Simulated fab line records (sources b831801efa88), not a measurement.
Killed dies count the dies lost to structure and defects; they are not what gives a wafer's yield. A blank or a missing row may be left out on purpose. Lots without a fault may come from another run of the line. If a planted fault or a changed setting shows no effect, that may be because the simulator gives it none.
Split-lot study :: flow sfq line :: 5 lots, 23 wafers read, on a route of 325 steps

SPLIT DETAILS
At SFQ_TRILAYER_M8_DEP_EVAP_198 (material Pt, target thk 50 nm, time 250 s), the setting time s was moved away from the recipe's 250 s on 11 of the 23 wafers read, by -13.2% to +9.7%. The other wafers ran this setting at the recipe's value.

The split's own step is where the reading is taken.

THE READING
Pt_of_TRILAYER_M8_DEP_EVAP_198.thk nm (the simulator's own value, which no gauge read), in nm, at SFQ_TRILAYER_M8_DEP_EVAP_198 (material Pt, target thk 50 nm, time 250 s). The file does not state a usual value for it. Across the 12 wafers here that went through the recipe, the average is 50.04 nm and the standard deviation 0.54 nm.

wafer: L074.1
tool, chamber at the split: pvd sputter-02, -
time s as run, s: 250
against the recipe: recipe
Pt_of_TRILAYER_M8_DEP_EVAP_198.thk nm, nm: 50.01
against lot-mates on the recipe: -

wafer: L074.2
tool, chamber at the split: pvd sputter-02, -
time s as run, s: 274.3
against the recipe: +9.7%
Pt_of_TRILAYER_M8_DEP_EVAP_198.thk nm, nm: 54.92
against lot-mates on the recipe: +5.17

wafer: L074.3
tool, chamber at the split: pvd sputter-02, -
time s as run, s: 250
against the recipe: recipe
Pt_of_TRILAYER_M8_DEP_EVAP_198.thk nm, nm: 49.06
against lot-mates on the recipe: -

wafer: L074.4
tool, chamber at the split: pvd sputter-02, -
time s as run, s: 274.3
against the recipe: +9.7%
Pt_of_TRILAYER_M8_DEP_EVAP_198.thk nm, nm: 54.68
against lot-mates on the recipe: +4.93

wafer: L074.5
tool, chamber at the split: pvd sputter-02, -
time s as run, s: 250
against the recipe: recipe
Pt_of_TRILAYER_M8_DEP_EVAP_198.thk nm, nm: 50.17
against lot-mates on the recipe: -

wafer: L075.1
tool, chamber at the split: pvd sputter-01, -
time s as run, s: 250
against the recipe: recipe
Pt_of_TRILAYER_M8_DEP_EVAP_198.thk nm, nm: 50.31
against lot-mates on the recipe: -

wafer: L075.3
tool, chamber at the split: pvd sputter-01, -
time s as run, s: 227.1
against the recipe: -9.2%
Pt_of_TRILAYER_M8_DEP_EVAP_198.thk nm, nm: 45.3
against lot-mates on the recipe: -5.12

wafer: L075.4
tool, chamber at the split: pvd sputter-01, -
time s as run, s: 227.1
against the recipe: -9.2%
Pt_of_TRILAYER_M8_DEP_EVAP_198.thk nm, nm: 45.64
against lot-mates on the recipe: -4.78

wafer: L075.5
tool, chamber at the split: pvd sputter-01, -
time s as run, s: 227.1
against the recipe: -9.2%
Pt_of_TRILAYER_M8_DEP_EVAP_198.thk nm, nm: 44.95
against lot-mates on the recipe: -5.47

wafer: L075.6
tool, chamber at the split: pvd sputter-01, -
time s as run, s: 250
against the recipe: recipe
Pt_of_TRILAYER_M8_DEP_EVAP_198.thk nm, nm: 50.53
against lot-mates on the recipe: -

wafer: L079.1
tool, chamber at the split: pvd sputter-01, -
time s as run, s: 250
against the recipe: recipe
Pt_of_TRILAYER_M8_DEP_EVAP_198.thk nm, nm: 49.52
against lot-mates on the recipe: -

wafer: L079.2
tool, chamber at the split: pvd sputter-01, -
time s as run, s: 250
against the recipe: recipe
Pt_of_TRILAYER_M8_DEP_EVAP_198.thk nm, nm: 49.65
against lot-mates on the recipe: -

wafer: L079.5
tool, chamber at the split: pvd sputter-01, -
time s as run, s: 250
against the recipe: recipe
Pt_of_TRILAYER_M8_DEP_EVAP_198.thk nm, nm: 49.68
against lot-mates on the recipe: -

wafer: L082.1
tool, chamber at the split: pvd sputter-02, -
time s as run, s: 217.1
against the recipe: -13.2%
Pt_of_TRILAYER_M8_DEP_EVAP_198.thk nm, nm: 44.37
against lot-mates on the recipe: -5.78

wafer: L082.2
tool, chamber at the split: pvd sputter-02, -
time s as run, s: 250
against the recipe: recipe
Pt_of_TRILAYER_M8_DEP_EVAP_198.thk nm, nm: 50.34
against lot-mates on the recipe: -

wafer: L082.4
tool, chamber at the split: pvd sputter-02, -
time s as run, s: 217.1
against the recipe: -13.2%
Pt_of_TRILAYER_M8_DEP_EVAP_198.thk nm, nm: 43.4
against lot-mates on the recipe: -6.75

wafer: L082.5
tool, chamber at the split: pvd sputter-02, -
time s as run, s: 217.1
against the recipe: -13.2%
Pt_of_TRILAYER_M8_DEP_EVAP_198.thk nm, nm: 43.47
against lot-mates on the recipe: -6.68

wafer: L082.6
tool, chamber at the split: pvd sputter-02, -
time s as run, s: 250
against the recipe: recipe
Pt_of_TRILAYER_M8_DEP_EVAP_198.thk nm, nm: 49.96
against lot-mates on the recipe: -

wafer: L085.1
tool, chamber at the split: pvd sputter-01, -
time s as run, s: 250
against the recipe: recipe
Pt_of_TRILAYER_M8_DEP_EVAP_198.thk nm, nm: 51.3
against lot-mates on the recipe: -

wafer: L085.2
tool, chamber at the split: pvd sputter-01, -
time s as run, s: 225.4
against the recipe: -9.8%
Pt_of_TRILAYER_M8_DEP_EVAP_198.thk nm, nm: 45.4
against lot-mates on the recipe: -5.21

wafer: L085.4
tool, chamber at the split: pvd sputter-01, -
time s as run, s: 225.4
against the recipe: -9.8%
Pt_of_TRILAYER_M8_DEP_EVAP_198.thk nm, nm: 45.32
against lot-mates on the recipe: -5.29

wafer: L085.5
tool, chamber at the split: pvd sputter-01, -
time s as run, s: 225.4
against the recipe: -9.8%
Pt_of_TRILAYER_M8_DEP_EVAP_198.thk nm, nm: 45.44
against lot-mates on the recipe: -5.17

wafer: L085.6
tool, chamber at the split: pvd sputter-01, -
time s as run, s: 250
against the recipe: recipe
Pt_of_TRILAYER_M8_DEP_EVAP_198.thk nm, nm: 49.92
against lot-mates on the recipe: -

FIT RESULTS
A straight line over all 23 wafers: Pt_of_TRILAYER_M8_DEP_EVAP_198.thk nm changes by +0.486 nm for each +1% of time s; r = +0.99; the points scatter about the line by 0.48 nm.
The same after taking each lot's own level away (the mean of its wafers on the recipe; 23 wafers): +0.515 nm for each +1%; r = +0.99; scatter 0.42 nm.
On that fit, the largest move of time s shifts the reading by 6.8 nm.
The lots' own levels span 49.617 to 50.610 nm, that is 1.8 times the standard deviation above.
So the lot-to-lot level changes the slope little: the two slopes agree.
Check: for one of the wafers moved furthest among these (-13.2%), held out of the fit, the line's prediction against its lot-mates is -6.97 nm. Against them it came out at -5.78 nm.

THE OTHER SPLITS THESE WAFERS WENT THROUGH
These wafers also went through other splits before the reading. Each is held against what the fit with the lots' levels taken away leaves over:
other split on the same wafers: SFQ_TRILAYER_R5_LITHO_PEB_139 peb temp c
wafers away from the commonest value: 10
r with Pt_of_TRILAYER_M8_DEP_EVAP_198.thk nm (lot level and that fit taken away): -0.01

other split on the same wafers: SFQ_TRILAYER_I5_LITHO_COAT_144 spin rpm
wafers away from the commonest value: 11
r with Pt_of_TRILAYER_M8_DEP_EVAP_198.thk nm (lot level and that fit taken away): +0.26

other split on the same wafers: SFQ_TRILAYER_M6_DEP_SPUTTER_157 time s
wafers away from the commonest value: 6
r with Pt_of_TRILAYER_M8_DEP_EVAP_198.thk nm (lot level and that fit taken away): -0.09

other split on the same wafers: SFQ_TRILAYER_I6_VIA_LITHO_COAT_169 spin rpm
wafers away from the commonest value: 8
r with Pt_of_TRILAYER_M8_DEP_EVAP_198.thk nm (lot level and that fit taken away): -0.21

other split on the same wafers: SFQ_TRILAYER_M7_LITHO_EXPOSE_178 dose mj
wafers away from the commonest value: 10
r with Pt_of_TRILAYER_M8_DEP_EVAP_198.thk nm (lot level and that fit taken away): -0.04

other split on the same wafers: SFQ_TRILAYER_I7_VIA_LITHO_COAT_192 resist thk nm
wafers away from the commonest value: 8
r with Pt_of_TRILAYER_M8_DEP_EVAP_198.thk nm (lot level and that fit taken away): -0.43

other split on the same wafers: SFQ_TRILAYER_I7_VIA_BARC_OPEN_VIA_ETCH_260 source w
wafers away from the commonest value: 7
r with Pt_of_TRILAYER_M8_DEP_EVAP_198.thk nm (lot level and that fit taken away): +0.20

THE FILE'S OWN FIT
Pt_of_TRILAYER_M8_DEP_EVAP_198.thk nm changes by +0.517 nm for each +1% of time s, r = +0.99.
